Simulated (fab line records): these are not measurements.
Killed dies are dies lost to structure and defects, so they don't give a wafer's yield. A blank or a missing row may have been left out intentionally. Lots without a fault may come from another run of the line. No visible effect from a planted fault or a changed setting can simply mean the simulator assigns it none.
Problem report in the 8D (eight disciplines) form, filled by code	flow sky130	the parts of the form that need people (team, actions taken, sign-off) are left out

## 1. THE PROBLEM
At SKY_GATE_OXIDE_STRIP_13, strip time to endpoint s averages 6.45 s over 3 wafers from 2 lots, while fault-free wafers read 14.19 s, standard deviation 0.034. So: -99 or more standard deviations from the usual mean.
The step: strips in O2/N2.
First seen on wafer L926.2, day 18 13:40, on plasma asher-01. The record holds 39 wafers of 13 lots with a number at this step. The rule behind "out" and "out of limits": a value lying over 4 standard deviations away from the usual mean. All remaining wafers that have a number are taken as sound.

## 2. WHAT IT IS AND WHAT IT IS NOT
question	is	is not
which readings at this step	strip time to endpoint s, oes product au	drypump motor current A
which lots	L926, L928	L914, L915, L916, L917, L919, L924, L925, L931, L935, L936, L937
which wafers of those lots	L926.2, L926.6, L928.2	L926.1, L928.1, L928.5
read on which tools	plasma asher-01	plasma asher-03, plasma asher-04
when	from day 18 13:40	up to then (22 sound wafers); but 14 sound wafers of L928, L931, L935, L936, L937 came after

## 3. THE SUSPECTS, EACH WITH WHAT RULES IT OUT
Counting: if a tool at a process step up to the reading ran every lot that is out, it stays a suspect. Sound lots after the first of them don't rule it out here, since some wafers of a struck lot are sound.
- litho track-03 at SKY_GATE_OXIDE_COAT_05 (resist thk 1140 nm): kept. It processed each lot that is out (first: L926, day 17 22:43); up to then, its last sound lot is L924 (day 17 19:34).
- plasma asher-01 at SKY_GATE_OXIDE_STRIP_13 (strips in O2/N2): kept. It processed each lot that is out (first: L926, day 18 13:40); up to then, its last sound lot is L925 (day 18 13:26). On those wafers its own readings are out: oes product au, strip time to endpoint s.
The count leaves plasma asher-01 at SKY_GATE_OXIDE_STRIP_13 and litho track-03 at SKY_GATE_OXIDE_COAT_05.

## 4. THE CAUSE (what the simulator had put in)
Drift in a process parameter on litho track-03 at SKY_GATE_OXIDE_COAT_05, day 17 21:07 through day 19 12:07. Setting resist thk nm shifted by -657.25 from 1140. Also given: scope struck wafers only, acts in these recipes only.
Counting leaves 2 suspects; this tool is one of them.

## 5. THE EFFECT CHAIN, in route order
Each row: a reading whose mean over the struck wafers that have a number lies more than 3 standard deviations from the usual. Readings are gone through only where the record gives a usual standard deviation; hours: the median, over the lots, of the time from a lot's start at the first step in this table giving one to that lot's start at this step; sigmas: the change measured in usual standard deviations.
hours	step	reading	usual	on struck wafers	change	sigmas
0	SKY_GATE_OXIDE_STRIP_13	oes product au	0.716 a.u.	0.506	-0.210	-43
0	SKY_GATE_OXIDE_STRIP_13	strip time to endpoint s	14.19 s	6.45	-7.74	-99 or more
726	SKY_PAD_OPEN_PROBE_99	killed at front end	15	92	+77	+16
726	SKY_PAD_OPEN_PROBE_99	killed dies	86	169	+83	+8.7
726	SKY_PAD_OPEN_PROBE_99	killed on rim	17	57	+40	+10
Process steps it contains:
- SKY_GATE_OXIDE_STRIP_13: strips in O2/N2.
- SKY_PAD_OPEN_PROBE_99
Later steps that measure or inspect, where all struck wafers having a row at the step show a number for every such reading and not one has moved that far: SKY_POLY_GATE_THK_MEAS_01, SKY_POLY_GATE_THK_MEAS_04, SKY_POLY_GATE_CD_MEAS_13.

## 6. WHAT WOULD HAVE CAUGHT IT SOONER
In this record the first reading out of limits was taken at day 18 13:40, 17 hours after the fault began at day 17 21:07.
L928, from the lots that are out (2), started SKY_GATE_OXIDE_COAT_05 on litho track-03 later than day 18 13:40. A hold on the tool at that time would have spared it.
